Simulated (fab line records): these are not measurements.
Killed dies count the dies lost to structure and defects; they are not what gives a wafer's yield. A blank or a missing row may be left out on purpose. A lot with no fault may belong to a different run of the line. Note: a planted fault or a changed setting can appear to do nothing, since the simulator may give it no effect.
Split-lot experiment + flow sky130 + 23 wafers read across 5 lots, on a route 708 steps long

## ON THE SPLIT
At SKY_LDD_LDN_COAT_02 (resist thk 1140 nm), the setting resist thk nm was moved away from the recipe's 1140 nm on 8 of the 23 wafers read, by +2.9% to +5.9%. The other wafers ran this setting at the recipe's value.

## FROM THE SPLIT TO THE READING: what the file shows between them, 3 steps
- SKY_LDD_LDN_SOFTBAKE_03: time 57.08 s
- SKY_LDD_LDN_EXPOSE_04: exposes mask LDNTM, target cd 700 nm
- SKY_LDD_LDN_PEB_05

## THE READING
NOVOLAK_of_LDD_LDN_COAT_02.thk nm (the simulator's own value, which no gauge read), in nm, at SKY_LDD_LDN_DEVELOP_06 (develop time 60 s). No usual value for it is given in the file. Average 1142 nm, standard deviation 3.6 nm, over the 15 wafers here run with the recipe.

| wafer  | tool, chamber at the split | resist thk nm as run, nm | against the recipe | NOVOLAK_of_LDD_LDN_COAT_02.thk nm, nm | against lot-mates on the recipe |
|--------|----------------------------|--------------------------|--------------------|---------------------------------------|---------------------------------|
| L074.2 | litho track-04, 0          | 1140                     | recipe             | 1140                                  | -                               |
| L074.3 | litho track-04, 0          | 1140                     | recipe             | 1141                                  | -                               |
| L074.4 | litho track-04, 0          | 1140                     | recipe             | 1141                                  | -                               |
| L075.1 | litho track-02, 0          | 1173                     | +2.9%              | 1171                                  | +34                             |
| L075.3 | litho track-02, 0          | 1173                     | +2.9%              | 1171                                  | +34                             |
| L075.2 | litho track-02, 0          | 1140                     | recipe             | 1138                                  | -                               |
| L075.5 | litho track-02, 0          | 1140                     | recipe             | 1137                                  | -                               |
| L075.6 | litho track-02, 0          | 1173                     | +2.9%              | 1172                                  | +34                             |
| L080.1 | litho track-04, 0          | 1140                     | recipe             | 1138                                  | -                               |
| L080.2 | litho track-04, 0          | 1207                     | +5.9%              | 1205                                  | +66                             |
| L080.4 | litho track-04, 0          | 1207                     | +5.9%              | 1205                                  | +66                             |
| L080.3 | litho track-04, 0          | 1207                     | +5.9%              | 1208                                  | +70                             |
| L080.5 | litho track-04, 0          | 1140                     | recipe             | 1139                                  | -                               |
| L083.1 | litho track-04, 0          | 1140                     | recipe             | 1145                                  | -                               |
| L083.6 | litho track-04, 0          | 1140                     | recipe             | 1145                                  | -                               |
| L083.2 | litho track-04, 0          | 1140                     | recipe             | 1139                                  | -                               |
| L083.3 | litho track-04, 0          | 1140                     | recipe             | 1140                                  | -                               |
| L083.5 | litho track-04, 0          | 1140                     | recipe             | 1140                                  | -                               |
| L085.1 | litho track-04, 0          | 1140                     | recipe             | 1148                                  | -                               |
| L085.2 | litho track-04, 0          | 1179                     | +3.4%              | 1185                                  | +38                             |
| L085.4 | litho track-04, 0          | 1179                     | +3.4%              | 1185                                  | +38                             |
| L085.3 | litho track-04, 0          | 1140                     | recipe             | 1149                                  | -                               |
| L085.6 | litho track-04, 0          | 1140                     | recipe             | 1144                                  | -                               |

THE FIT
A straight line over all 23 wafers: NOVOLAK_of_LDD_LDN_COAT_02.thk nm changes by +11.1 nm for each +1% of resist thk nm; r = +0.99; the points scatter about the line by 3.6 nm.
The same after taking each lot's own level away (the mean of its wafers on the recipe; 23 wafers): +11.5 nm for each +1%; r = +1.00; scatter 1.7 nm.
According to that fit, moving resist thk nm by its largest amount changes the reading by 67 nm.
The lots' own levels span 1137.5 to 1147.0 nm, that is 2.6 times the standard deviation above.
The two slopes are in agreement: the lot-to-lot level therefore moves the slope only a little.
Check: with one of the wafers moved furthest among these (+5.9%) left out of the fit, the line predicts +67.6 nm for it against its lot-mates. It came out at +66.5 nm against them.

## ADDITIONAL SPLITS CARRIED BY THESE WAFERS
Note: prior to the reading, these wafers also went through further splits. Each is held against what the fit with the lots' levels taken away leaves over:
| other split on the same wafers    | wafers away from the commonest value | r with NOVOLAK_of_LDD_LDN_COAT_02.thk nm (lot level and that fit taken away) |
|-----------------------------------|--------------------------------------|------------------------------------------------------------------------------|
| SKY_LDD_HVP_COAT_02 resist thk nm | 9                                    | +0.36                                                                        |

## THE WHOLE CHAIN: every reading that the file lists as answering this split, in the file's order
| step                   | what it does       | reading                                                                            | change (the file's fit)              | r (the file's) |
|------------------------|--------------------|------------------------------------------------------------------------------------|--------------------------------------|----------------|
| SKY_LDD_LDN_COAT_02    | resist thk 1140 nm | NOVOLAK_of_LDD_LDN_COAT_02.thk nm (the simulator's own value, which no gauge read) | +11.4 nm for each +1% of the setting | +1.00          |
| SKY_LDD_LDN_DEVELOP_06 | develop time 60 s  | NOVOLAK_of_LDD_LDN_COAT_02.thk nm (the simulator's own value, which no gauge read) | +11.5 nm for each +1% of the setting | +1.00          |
| SKY_LDD_LDN_STRIP_12   | strips in O2/N2    | strip time to endpoint s                                                           | withheld for each +1% of the setting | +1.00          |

## THE FILE'S OWN FIT
NOVOLAK_of_LDD_LDN_COAT_02.thk nm changes by +11.5 nm for each +1% of resist thk nm, r = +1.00.
